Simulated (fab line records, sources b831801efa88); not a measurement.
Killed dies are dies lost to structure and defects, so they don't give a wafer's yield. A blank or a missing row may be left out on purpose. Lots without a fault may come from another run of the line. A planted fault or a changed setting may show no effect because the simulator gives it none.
One fault seen from 2 desks | flow sky130 | each desk has only its own numbers; what lay behind them comes last

THE METROLOGY DESK
What the gauges read, lot by lot, whatever tool the lot ran on: means of the sampled wafers that have a number. A lot is out of limits, marked OUT, if its mean lies more than 4 standard deviations from the usual mean; the brackets give that distance.
Columns: A = GATE_OXIDE_OXIDATION_00_THK at SKY_GATE_OXIDE_THK_MEAS_02, usual 10.27 nm; B = GATE_OXIDE_TW at SKY_GATE_OXIDE_TW_MEAS_14, usual 225.6
lot  | first seen here | A     | B
L772 | day 12 14:40    | 10.42 | 226.7
L773 | day 13 01:07    | 10.27 | 225.3
L774 | day 13 17:35    | 10.52 | 225.5
L775 | day 14 07:19    | 10.49 | 225.7
L776 | day 14 13:25    | 10.04 | 224.8
L777 | day 14 13:26    | 10.47 | 224.8
L780 | day 15 14:35    | 10.54 | 225.8
L781 | day 15 23:20    | 10.27 | 223.7
L787 | day 17 19:38    | 10.34 | 225.5
L791 | day 19 07:25    | 10.08 | 226.8
L792 | day 19 13:41    | 10.26 | 225.5
L794 | day 20 08:17    | 10.20 | 225.5
L795 | day 20 18:42    | 10.29 | 225.5
This desk's finding: nothing out of limits on any of the 13 lots.

THE TOOL OWNER'S DESK: implanter-03
The tool's own readings at SKY_LDD_N_IMPLANT_10: means of the sampled wafers that have a number, for each lot that ran on this tool. A lot is out of limits, marked OUT, if its mean lies more than 4 standard deviations from the usual mean; the brackets give that distance.
Columns: A = beam_energy_keV at SKY_LDD_N_IMPLANT_10, usual 19.999; B = dose_ions_cm2 at SKY_LDD_N_IMPLANT_10, usual 7.501e+13; C = faraday_current_uA at SKY_LDD_N_IMPLANT_10, usual 422
lot  | first seen here | A      | B                           | C
L773 | day 17 23:00    | 19.998 | 7.508e+13                   | 417
L776 | day 19 20:31    | 19.993 | 7.500e+13                   | 414
L780 | day 21 00:05    | 19.992 | 8.326e+13 (+99 or more) OUT | 456
L781 | day 21 06:40    | 19.995 | 8.328e+13 (+99 or more) OUT | 470 (+5.2) OUT
L791 | day 24 17:49    | 19.995 | 7.495e+13                   | 429
L794 | day 25 16:18    | 20.008 | 7.496e+13                   | 425
This desk's finding: out of limits on L780, L781; first on L780, day 21 00:05 (dose_ions_cm2 at SKY_LDD_N_IMPLANT_10). In limits: L773, L776, L791, L794.

PUT TOGETHER
The tool owner's desk could have raised an alarm at day 21 00:05, on L780, L781.
The metrology desk saw nothing out of limits.
The metrology desk has L780, L781 on record, within its limits.
Of the lots named, all ran SKY_LDD_N_IMPLANT_10 on implanter-03.

WHAT THE SIMULATOR HAD PUT IN
Process parameter drift: implanter-03, from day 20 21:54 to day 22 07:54, at SKY_LDD_N_IMPLANT_10. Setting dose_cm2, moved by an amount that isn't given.
Lots struck among those shown: L780, L781.
Hours from the fault's start to each desk's first reading out of limits: the tool owner's desk, 2.
